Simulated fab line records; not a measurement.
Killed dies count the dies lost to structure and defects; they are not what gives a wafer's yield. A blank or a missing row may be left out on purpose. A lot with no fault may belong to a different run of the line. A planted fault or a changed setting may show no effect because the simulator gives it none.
Matching of chambers / flow sky130 / cmp-01 running SKY_VIA1_CMP_24: 4 sister chambers
The step polishes, stops on SiO2, t overpolish 15 s, target thk 0 nm. 8 wafers are shown with their chamber, then 8 later ones without.

== WAFERS WITH THEIR CHAMBER ==
wafer=L426.1; chamber=0; motor-current-A (A)=12.3
wafer=L426.3; chamber=3; motor-current-A (A)=12.5
wafer=L430.1; chamber=2; motor-current-A (A)=8.1
wafer=L430.2; chamber=0; motor-current-A (A)=12.1
wafer=L430.6; chamber=2; motor-current-A (A)=8.2
wafer=L434.1; chamber=3; motor-current-A (A)=12.5
wafer=L434.5; chamber=1; motor-current-A (A)=14.2
wafer=L435.2; chamber=1; motor-current-A (A)=13.3

== WAFERS WITHOUT THEIR CHAMBER ==
wafer=L435.3; motor-current-A (A)=12.5
wafer=L435.4; motor-current-A (A)=8.4
wafer=L439.2; motor-current-A (A)=13.2
wafer=L439.3; motor-current-A (A)=12.0
wafer=L439.4; motor-current-A (A)=8.6
wafer=L442.1; motor-current-A (A)=12.0
wafer=L442.3; motor-current-A (A)=8.3
wafer=L442.5; motor-current-A (A)=12.8

== EACH ONE'S CHAMBER ==
wafer=L435.3; from the rows above=can't be placed: 3 or 0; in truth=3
wafer=L435.4; from the rows above=2; in truth=2
wafer=L439.2; from the rows above=can't be placed: 1 or 3 or 0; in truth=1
wafer=L439.3; from the rows above=can't be placed: 0 or 3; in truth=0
wafer=L439.4; from the rows above=2; in truth=2
wafer=L442.1; from the rows above=can't be placed: 0 or 3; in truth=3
wafer=L442.3; from the rows above=2; in truth=2
wafer=L442.5; from the rows above=can't be placed: 3 or 0 or 1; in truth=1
3 of 8 placed correctly. Can't be placed from these rows: 5 (the true chamber is among the candidates in 5). 0 placed wrongly.
How it was worked out, from the rows above alone: a wafer's distance from a chamber is the root of the sum, over the readings, of the square of ((its reading less the chamber's mean) divided by the reading's scatter). The wafer belongs to the nearest chamber; if the next one is less than 2 further off, it can't be placed. The mean given for a chamber averages the wafers shown for that chamber. The scatter: the root of (the sum of the squares of (reading less its chamber's mean) over the shown wafers, divided by (wafers less chambers)).
